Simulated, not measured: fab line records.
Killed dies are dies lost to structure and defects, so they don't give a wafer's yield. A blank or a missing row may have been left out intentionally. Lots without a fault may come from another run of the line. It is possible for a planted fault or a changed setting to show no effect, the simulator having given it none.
A lot that was struck, set against a sound lot ; flow gf180mcu ; 16 out of 602 route steps
Sound: wafers L939.1, L939.2, L939.6. Wafers struck: L929.1, L929.2, L929.3. The cause is given at the end.
For every step that has rows: the tool of each side, followed by ch and its chambers, followed by its first start. Under that, the readings that differ: sound wafers ; struck wafers ; difference of the means ; sigmas: that difference in standard deviations of wafers without a fault.
alike: a reading whose means differ by less than 2 such deviations, as well as words and numbers matching on both sides. not compared: withheld readings; readings where some wafer has no value; bounds like >300 that might hide an equal value; numbers whose values overlap and for which the record gives no deviation.
The two part at a step that has a row with sigmas, a row that says differs or no value, or rows on one side only. When numbers do not overlap yet have no deviation, they are printed without sigmas and do not part them. A reading that every wafer of one side lacks parts them only if that side has two wafers or more.

first, 3 steps without rows for these wafers: GF_V2_EXPOSE_11 (exposes mask Via2, target cd 260 nm); GF_V2_PEB_12 (peb time 90 s); GF_V2_DEVELOP_13 (develop time 60 s).
GF_V2_CD_MEAS_14: target cd 260 nm.
  sound: cd_sem-01 at day 25 21:07; struck: cd_sem-02 at day 22 16:42
reading;sound;struck;difference;sigmas
cd_nm (nm);260.3 260.6 262.1;258.5 258.2 258.9;-2.5;-2
GF_V2_OVL_MEAS_15:
  sound: overlay-01 at day 25 21:14; struck: overlay-02 at day 22 16:49
  alike: V2_OVL
GF_V2_ETCH_16: etches BARC in N2/H2.
  sound on rie_diel-02 ch 0,2,3, day 25 21:16; struck on rie_diel-03 ch 0,1,3, day 22 16:52
  alike: drypump_motor_current_A, oes_product_au, throttle_valve_pct
GF_V2_ETCH_17: etches SiO2 in C4F8/O2/Ar, stops on TiN, target depth 630 nm.
  sound: rie_diel-02 ch 0,2,3; struck: rie_diel-03 ch 0,1,3
  alike: oes_product_au
GF_V2_STRIP_18: strips in O2/N2.
  sound on plasma_asher-02 ch 0,1, day 25 21:23; struck on plasma_asher-04 ch 0,1, day 22 16:59
  alike: drypump_motor_current_A, heater_power_w, oes_product_au
  not compared: rf_hours_counter_h
then, 2 steps without rows for these wafers: GF_V2_STRIP_19 (strips in post etch residue remover, time 1200 s); GF_V2_CLEAN_20 (cleans in DIW).
GF_V2_SPUTTER_21: material Ti, target thk 15 nm, time 80.02 s.
  sound: pvd_sputter-01 at day 25 21:56; struck: pvd_sputter-02 at day 22 17:31
  alike: throttle_valve_pct
GF_V2_SPUTTER_22: material TiN, target thk 10 nm, time 40 s.
  sound: pvd_sputter-01 at day 25 21:59; struck: pvd_sputter-02 at day 22 17:35
  alike: throttle_valve_pct
GF_V2_CVD_23: deposits W, target thk 350 nm, time 104.94 s.
  sound on cvd_w-02 ch 0,1, day 25 22:02; struck on cvd_w-02 ch 0,1, day 22 17:37
reading;sound;struck;difference;sigmas
chamber_pressure_Torr (Torr);40.03 39.90 40.25;42.57 42.52 42.47;+2.46;+25
model.W_of_V2_CVD_23.thk_nm (nm);353.1 352.8 353.5;367.2 369.1 365.2;+14.0;
  alike: heater_power_w
GF_V2_RS_MEAS_24: the measuring method here is four-point-probe.
  sound: film_metro-03 at day 25 22:08; struck: film_metro-02 at day 22 17:49
reading;sound;struck;difference;sigmas
V2_W_RS (ohm/sq);0.324 0.325 0.324;0.312 0.310 0.314;-0.012;-3
GF_V2_THK_MEAS_25: measures by xrf.
  sound: film_metro-03 at day 25 22:16; struck: film_metro-02 at day 22 17:56
reading;sound;struck;difference;sigmas
V2_W_THK (nm);354 352 353;382 383 378;+28;+4
-- the record jumps here: 8 days lie between the struck wafers' starts before and after (it left off in module V2 and takes up again in module PASSIVATION, whose first step shown is number 602 of the route) --
GF_PASSIVATION_PROBE_99:
  only the struck wafers here have rows in the record (prober-02, day 30 21:59); the sound ones have none

== WHERE THEY PART ==
Last at GF_PASSIVATION_PROBE_99 as far as this record goes, first at GF_V2_CD_MEAS_14.

WHY: the cause the simulator had injected
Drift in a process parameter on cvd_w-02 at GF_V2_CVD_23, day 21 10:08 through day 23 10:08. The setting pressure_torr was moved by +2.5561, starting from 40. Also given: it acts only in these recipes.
